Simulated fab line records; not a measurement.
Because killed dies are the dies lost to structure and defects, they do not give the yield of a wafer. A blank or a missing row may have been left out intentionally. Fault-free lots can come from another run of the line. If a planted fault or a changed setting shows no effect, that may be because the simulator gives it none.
Struck lot and sound lot, side by side || flow sky130 || 17 steps out of a route of 708
Sound: wafers L287.2, L287.3, L287.4. Struck: wafers L291.2, L291.3. (L291.1 of the same lot was not struck and is left out.) The cause comes at the end.
At each step with rows: each side's tool, then ch and its chambers, then its first start. Under that, the readings that differ: sound wafers || struck wafers || difference of the means || sigmas: that difference in standard deviations of wafers without a fault.
alike: words and numbers the same on both sides, and readings whose means are apart by under 2 such deviations; not compared: readings that were withheld, readings missing a value for some wafer, numbers with overlapping values and no deviation given by the record, and bounds like >300 which may hide the same value.
A row with sigmas, a row that says differs or no value, or rows on one side alone: a step with any of these is where the two part. When numbers do not overlap yet have no deviation, they are printed without sigmas and do not part them. Lack of a reading on every wafer of one side parts them only where that side has two or more wafers.

first, 5 steps without rows for these wafers: SKY_VIA4_COAT_06 (resist thk 1140 nm); SKY_VIA4_SOFTBAKE_07 (time 60 s); SKY_VIA4_EXPOSE_08 (exposes mask VIM4, target cd 800 nm); SKY_VIA4_PEB_09; SKY_VIA4_DEVELOP_10 (develop time 60 s).
SKY_VIA4_OVL_MEAS_11:
  sound: overlay-01 at day 45 05:34; struck: overlay-02 at day 46 11:06
  alike: VIA4_OVL
SKY_VIA4_ETCH_12: etches SiO2 in C4F8/O2/Ar, stops on TiN, target depth 580 nm.
  sound on rie_diel-01 ch 0,2, day 45 05:36; struck on rie_diel-04 ch 0,2, day 46 11:08
  alike: chamber_pressure_mTorr, oes_product_au
SKY_VIA4_STRIP_13: strips in O2/N2.
  sound on plasma_asher-04 ch 0,1, day 45 05:40; struck on plasma_asher-01 ch 0,1, day 46 11:13
  alike: chamber_pressure_mTorr, drypump_motor_current_A, oes_product_au, strip_time_to_endpoint_s
  not compared: rf_hours_counter_h
then, 3 steps without rows for these wafers: SKY_VIA4_STRIP_14 (strips in post etch residue remover, time 1200 s); SKY_VIA4_CLEAN_15 (cleans in IPA, time 180 s); SKY_VIA4_CLEAN_16 (cleans in O3/DIW).
SKY_VIA4_SPUTTER_17: material TiN, target thk 20 nm, time 80 s.
  sound: pvd_sputter-01 at day 45 06:18; struck: pvd_sputter-02 at day 46 11:50
  alike: throttle_valve_pct
SKY_VIA4_CVD_18: deposits W, target thk 505 nm, time 152.14 s.
  sound on cvd_w-01 ch 0,1, day 45 06:22; struck on cvd_w-02 ch 0, day 46 11:54
{"reading": "heater_power_w (W)", "sound": "872 827 869", "struck": "785 780", "difference": -74, "sigmas": -3}
{"reading": "susceptor_temp_C (C)", "sound": "399.84 399.47 399.88", "struck": "397.34 397.41", "difference": -2.36, "sigmas": -10}
{"reading": "model.W_of_VIA4_CVD_18.thk_nm (nm)", "sound": "504.2 495.7 506.6", "struck": "487.6 482.9", "difference": -16.9, "sigmas": ""}
SKY_VIA4_RS_MEAS_19: the measuring method here is four-point-probe.
  sound: film_metro-04 at day 45 06:32; struck: film_metro-04 at day 46 12:03
{"reading": "VIA4_W_RS (ohm/sq)", "sound": "0.2275 0.2309 0.2264", "struck": "0.2350 0.2371", "difference": "+0.0078", "sigmas": "+3"}
SKY_VIA4_THK_MEAS_20: measures by xrf.
  sound: film_metro-04 at day 45 06:38; struck: film_metro-04 at day 46 12:10
  alike: VIA4_W_THK
SKY_VIA4_CMP_21: polishes, stops on SiO2, t overpolish 25 s, target thk 0 nm.
  sound on cmp-01 ch 0,1,2, day 45 06:41; struck on cmp-01 ch 1,2, day 46 12:17
  alike: edge_zone_pressure_frac, motor_current_A, overpolish_run_s, slurry_filter_dp_kPa, time_to_endpoint_s
following that, these wafers have no rows for 1 step: SKY_PAD_OPEN_PROBE_99.

WHERE THEY PART
Earliest at SKY_VIA4_CVD_18; latest, in this record, at SKY_VIA4_RS_MEAS_19. Later steps at which nothing parts them and some readings are alike: SKY_VIA4_THK_MEAS_20, SKY_VIA4_CMP_21.

WHY: what had been put in by the simulator
cvd_w-02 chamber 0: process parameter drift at SKY_VIA4_CVD_18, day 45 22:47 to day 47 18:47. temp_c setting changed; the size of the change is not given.
